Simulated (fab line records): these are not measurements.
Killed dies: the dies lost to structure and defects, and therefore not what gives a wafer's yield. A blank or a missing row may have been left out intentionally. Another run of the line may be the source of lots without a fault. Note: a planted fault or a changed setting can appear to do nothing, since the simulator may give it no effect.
Matching of chambers + flow gf180mcu + 4 sister chambers for GF_V5_ETCH_16 on rieDiel-01
The step etches BARC in N2/H2. 4 wafers are shown with their chamber, then 7 later ones without.

== EACH WAFER AND ITS CHAMBER ==
| wafer  | chamber | drypumpMotorCurrentA (A) |
|--------|---------|--------------------------|
| L082.2 | 3       | 5.8                      |
| L082.6 | 2       | 6.1                      |
| L093.1 | 0       | 5.7                      |
| L093.3 | 1       | 5.8                      |

== WAFERS WITH NO CHAMBER GIVEN ==
| wafer  | drypumpMotorCurrentA (A) |
|--------|--------------------------|
| L093.6 | 6.0                      |
| L094.2 | 5.8                      |
| L094.4 | 6.1                      |
| L094.5 | 6.1                      |
| L096.2 | 5.7                      |
| L096.3 | 5.8                      |
| L096.4 | 5.7                      |

== CHAMBER TAKEN BY EACH ==
| wafer  | from the rows above     | in truth                   |
|--------|-------------------------|----------------------------|
| L093.6 | 2                       | 2                          |
| L094.2 | can't be placed: 1 or 3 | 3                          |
| L094.4 | 2                       | 2                          |
| L094.5 | 2                       | 2                          |
| L096.2 | 0                       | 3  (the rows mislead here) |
| L096.3 | can't be placed: 1 or 3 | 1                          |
| L096.4 | 0                       | 0                          |
Correctly placed: 4 of 7. Cannot be placed on the basis of these rows: 2; the candidates contain the true chamber in 2. 1 placed wrongly.
How it was worked out, from the rows above alone: a wafer's distance from a chamber is the root of the sum, over the readings, of the square of ((its reading less the chamber's mean) divided by the reading's scatter). The wafer belongs to the nearest chamber; if the next one is less than 2 further off, it can't be placed. Each chamber's mean is taken over the wafers shown for it. The scatter (one wafer shown for each chamber): square how far every hidden wafer sits from the nearest shown wafer, average those squares and take the square root.
